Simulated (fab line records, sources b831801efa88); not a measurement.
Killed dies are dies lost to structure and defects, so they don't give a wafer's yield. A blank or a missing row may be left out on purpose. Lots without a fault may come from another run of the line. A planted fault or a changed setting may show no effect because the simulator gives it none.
Split-lot experiment | flow sfq_line | 5 lots, 23 wafers read, on a route of 325 steps

THE SPLIT
At SFQ_TRILAYER_JJ_TRILAYER_DEP_SPUTTER_109 (material Nb, target thk 150 nm, time 100 s), the setting power_w was moved away from the recipe's 2000 W on 7 of the 23 wafers read, by -10.8% to +10.8%. The other wafers ran this setting at the recipe's value.

FROM THE SPLIT TO THE READING: what the file shows between them, 6 steps
- SFQ_TRILAYER_JJ_CE_LITHO_COAT_114: resist thk 600 nm (also split here: resist_thk_nm)
- SFQ_TRILAYER_JJ_CE_ETCH_RIE_118: chemistry SF6, target Nb, stops on Al2O3, time 97.7 s, target depth 170 nm (also split here: bias_w)
- SFQ_TRILAYER_M5_LITHO_EXPOSE_124: exposes mask M5, target cd 700 nm (also split here: dose_mj)
- SFQ_TRILAYER_M5_LITHO_PEB_126: peb time 60 s
- SFQ_TRILAYER_M5_LITHO_DEVELOP_125: time 60 s
- SFQ_TRILAYER_M5_BARC_OPEN_METAL_ETCH_161: etches BARC in O2, target depth 125 nm, time 41.7 s

THE READING
oes_product_au, in a.u., at SFQ_TRILAYER_M5_ETCH_METAL_ETCH_126 (etches Nb in Cl2/BCl3, stops on SiO2, time 203.2 s, target depth 265 nm). Fault-free wafers of this fab line usually give 0.728 a.u., standard deviation 0.0049 a.u..

wafer  | tool, chamber at the split | power_w as run, W | against the recipe | oes_product_au, a.u. | against lot-mates on the recipe
L074.1 | pvd_sputter-04, -          | 1804              | -9.8%              | 0.702                | -0.026
L074.2 | pvd_sputter-04, -          | 1804              | -9.8%              | 0.694                | -0.034
L074.4 | pvd_sputter-04, -          | 2000              | recipe             | 0.722                | -
L074.5 | pvd_sputter-04, -          | 2000              | recipe             | 0.731                | -
L074.6 | pvd_sputter-04, -          | 2000              | recipe             | 0.732                | -
L078.1 | pvd_sputter-04, -          | 2000              | recipe             | 0.727                | -
L078.3 | pvd_sputter-04, -          | 2000              | recipe             | 0.727                | -
L078.4 | pvd_sputter-04, -          | 2000              | recipe             | 0.724                | -
L081.1 | pvd_sputter-04, -          | 2000              | recipe             | 0.733                | -
L081.2 | pvd_sputter-04, -          | 2000              | recipe             | 0.726                | -
L081.3 | pvd_sputter-04, -          | 2000              | recipe             | 0.720                | -
L081.4 | pvd_sputter-04, -          | 2000              | recipe             | 0.717                | -
L081.5 | pvd_sputter-04, -          | 2000              | recipe             | 0.721                | -
L083.1 | pvd_sputter-06, -          | 2000              | recipe             | 0.730                | -
L083.3 | pvd_sputter-06, -          | 2000              | recipe             | 0.730                | -
L083.4 | pvd_sputter-06, -          | 2216              | +10.8%             | 0.770                | +0.040
L083.5 | pvd_sputter-06, -          | 2216              | +10.8%             | 0.769                | +0.039
L083.6 | pvd_sputter-06, -          | 2216              | +10.8%             | 0.765                | +0.035
L082.1 | pvd_sputter-05, -          | 1785              | -10.8%             | 0.683                | -0.045
L082.2 | pvd_sputter-05, -          | 2000              | recipe             | 0.727                | -
L082.3 | pvd_sputter-05, -          | 1785              | -10.8%             | 0.680                | -0.048
L082.4 | pvd_sputter-05, -          | 2000              | recipe             | 0.733                | -
L082.6 | pvd_sputter-05, -          | 2000              | recipe             | 0.724                | -

THE FIT
A straight line over all 23 wafers: oes_product_au changes by +0.00372 a.u. for each +1% of power_w; r = +0.97; the points scatter about the line by 0.0053 a.u..
The same after taking each lot's own level away (the mean of its wafers on the recipe; 23 wafers): +0.00365 a.u. for each +1%; r = +0.98; scatter 0.0048 a.u..
On that fit, the largest move of power_w shifts the reading by 0.039 a.u..
The lots' own levels span 0.7234 to 0.7300 a.u., that is 1.3 times the standard deviation above.
So the lot-to-lot level changes the slope little: the two slopes agree.
Check: with one of the wafers moved furthest among these (+10.8%) left out of the fit, the line predicts +0.0388 a.u. for it against its lot-mates. It came out at +0.04 a.u. against them.

OTHER SPLITS ON THESE WAFERS
These wafers also went through other splits before the reading. Each is held against what the fit with the lots' levels taken away leaves over:
other split on the same wafers                   | wafers away from the commonest value | r with oes_product_au (lot level and that fit taken away)
SFQ_TRILAYER_I2_VIA_LITHO_COAT_072 spin_rpm      | 5                                    | -0.27
SFQ_TRILAYER_M3_DEP_SPUTTER_073 time_s           | 7                                    | -0.15
SFQ_TRILAYER_M3_LITHO_EXPOSE_076 dose_mj         | 5                                    | -0.04
SFQ_TRILAYER_M3_ETCH_METAL_ETCH_078 icp_w        | 5                                    | -0.11
SFQ_TRILAYER_I3_VIA_LITHO_COAT_085 resist_thk_nm | 8                                    | +0.21
SFQ_TRILAYER_M4_LITHO_COAT_098 spin_rpm          | 8                                    | -0.33
SFQ_TRILAYER_I4_VIA_LITHO_COAT_103 spin_rpm      | 7                                    | +0.04
SFQ_TRILAYER_JJ_CE_LITHO_COAT_114 resist_thk_nm  | 6                                    | -0.05
SFQ_TRILAYER_JJ_CE_ETCH_RIE_118 bias_w           | 10                                   | -0.23
SFQ_TRILAYER_M5_LITHO_EXPOSE_124 dose_mj         | 8                                    | +0.05

THE WHOLE CHAIN: every reading that the file lists as answering this split, in the file's order
step                                     | what it does                                                            | reading                                                                                            | change (the file's fit)                   | r (the file's)
SFQ_TRILAYER_JJ_TRILAYER_DEP_SPUTTER_109 | material Nb, target thk 150 nm, time 100 s                              | Nb_of_TRILAYER_JJ_TRILAYER_DEP_SPUTTER_109.thk_nm (the simulator's own value, which no gauge read) | +1.5 nm for each +1% of the setting       | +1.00
SFQ_TRILAYER_M5_ETCH_METAL_ETCH_126      | etches Nb in Cl2/BCl3, stops on SiO2, time 203.2 s, target depth 265 nm | oes_product_au                                                                                     | +0.00368 a.u. for each +1% of the setting | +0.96
SFQ_TRILAYER_M5_ETCH_METAL_ETCH_126      | etches Nb in Cl2/BCl3, stops on SiO2, time 203.2 s, target depth 265 nm | M5.feature_depth_nm (the simulator's own value, which no gauge read)                               | +1.52 nm for each +1% of the setting      | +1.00

THE FILE'S OWN FIT
oes_product_au changes by +0.00368 a.u. for each +1% of power_w, r = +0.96.
